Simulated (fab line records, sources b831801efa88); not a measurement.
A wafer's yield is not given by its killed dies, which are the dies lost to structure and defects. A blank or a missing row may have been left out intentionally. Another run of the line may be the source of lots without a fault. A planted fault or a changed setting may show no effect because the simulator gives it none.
Which tool was responsible? || flow sky130 || Sampling: 12 lots, 36 wafers, 2 of 708 route steps

## WHAT THE GAUGES READ, wafer by wafer
SKY_SD_N_TW_MEAS_12. Usual: for SD_N_TW the level is 3998 and the standard deviation is 31.
{"lot": "L417", "measured": "day 28 03:08", "on": "film_metro-03", "SD_N_TW": "3969 3992 3963", "flag": ""}
{"lot": "L419", "measured": "day 28 17:50", "on": "film_metro-02", "SD_N_TW": "3965 4000 3969", "flag": ""}
{"lot": "L420", "measured": "day 29 05:34", "on": "film_metro-02", "SD_N_TW": "3966 3966 3970", "flag": ""}
{"lot": "L422", "measured": "day 29 17:36", "on": "film_metro-02", "SD_N_TW": "3950 3965 3959", "flag": ""}
{"lot": "L423", "measured": "day 30 01:50", "on": "film_metro-03", "SD_N_TW": "4008 3997 3999", "flag": ""}
{"lot": "L424", "measured": "day 30 10:26", "on": "film_metro-02", "SD_N_TW": "4005 4004 3992", "flag": ""}
{"lot": "L426", "measured": "day 31 04:50", "on": "film_metro-03", "SD_N_TW": "4026 3998 3979", "flag": ""}
{"lot": "L427", "measured": "day 31 10:17", "on": "film_metro-02", "SD_N_TW": "4004 4003 3986", "flag": ""}
{"lot": "L432", "measured": "day 33 02:28", "on": "film_metro-04", "SD_N_TW": "4033 4022 4035", "flag": ""}
{"lot": "L433", "measured": "day 33 08:14", "on": "film_metro-04", "SD_N_TW": "4017 3998 4020", "flag": ""}
{"lot": "L437", "measured": "day 34 14:11", "on": "film_metro-04", "SD_N_TW": "4021 4007 3999", "flag": ""}
{"lot": "L440", "measured": "day 35 18:00", "on": "film_metro-03", "SD_N_TW": "3963 3977 3970", "flag": ""}

SKY_LI_CONTACT_BOW_MEAS_03. Usual: for LI_CONTACT_BOW the level is 55 um and the standard deviation is 6.4.
{"lot": "L417", "measured": "day 28 04:19", "on": "film_metro-02", "LI_CONTACT_BOW (um)": "55 60 69", "flag": ""}
{"lot": "L419", "measured": "day 28 18:57", "on": "film_metro-02", "LI_CONTACT_BOW (um)": "55 61 61", "flag": ""}
{"lot": "L420", "measured": "day 29 06:42", "on": "film_metro-04", "LI_CONTACT_BOW (um)": "60 61 62", "flag": ""}
{"lot": "L422", "measured": "day 29 18:44", "on": "film_metro-02", "LI_CONTACT_BOW (um)": "53 60 54", "flag": ""}
{"lot": "L423", "measured": "day 30 02:57", "on": "film_metro-03", "LI_CONTACT_BOW (um)": "55 43 50", "flag": ""}
{"lot": "L424", "measured": "day 30 11:34", "on": "film_metro-03", "LI_CONTACT_BOW (um)": "49 51 57", "flag": ""}
{"lot": "L426", "measured": "day 31 05:59", "on": "film_metro-03", "LI_CONTACT_BOW (um)": "51 53 39", "flag": ""}
{"lot": "L427", "measured": "day 31 11:24", "on": "film_metro-02", "LI_CONTACT_BOW (um)": "62 58 55", "flag": ""}
{"lot": "L432", "measured": "day 33 03:37", "on": "film_metro-04", "LI_CONTACT_BOW (um)": "56 55 56", "flag": ""}
{"lot": "L433", "measured": "day 33 09:22", "on": "film_metro-04", "LI_CONTACT_BOW (um)": "46 50 44", "flag": ""}
{"lot": "L437", "measured": "day 34 15:19", "on": "film_metro-02", "LI_CONTACT_BOW (um)": "62 46 57", "flag": ""}
{"lot": "L440", "measured": "day 35 19:08", "on": "film_metro-03", "LI_CONTACT_BOW (um)": "69 64 54", "flag": ""}

## EACH LOT AND THE TOOL THAT RAN IT (in order: tool; ch and the chambers of the sampled wafers; start)
The record holds no process step before these readings.

## AS READ BY THE TOOLS THEMSELVES (means over the sampled wafers that have a number; for cases with no such wafer, the mark the record gives instead)
The record holds no such reading with a usual standard deviation.

## THE ANSWER, worked out from the rows above alone
Rule: a lot counts as off when the mean over its wafers that have a number is more than 3 standard deviations away from the usual mean. A lot without any number at a reading at which 4 lots or more have one is off too. Any other lot the step has rows for is counted as sound. Order of review: gauges by route order, followed by the tools' own readings, for which a lot's mean as printed above is used. The first step at which some lot is off is used, and at that step the reading that is off furthest; a lot without a number counts as furthest.
None of the lots is off at any reading shown; this tells nothing.

## WHAT WAS PUT IN BY THE SIMULATOR
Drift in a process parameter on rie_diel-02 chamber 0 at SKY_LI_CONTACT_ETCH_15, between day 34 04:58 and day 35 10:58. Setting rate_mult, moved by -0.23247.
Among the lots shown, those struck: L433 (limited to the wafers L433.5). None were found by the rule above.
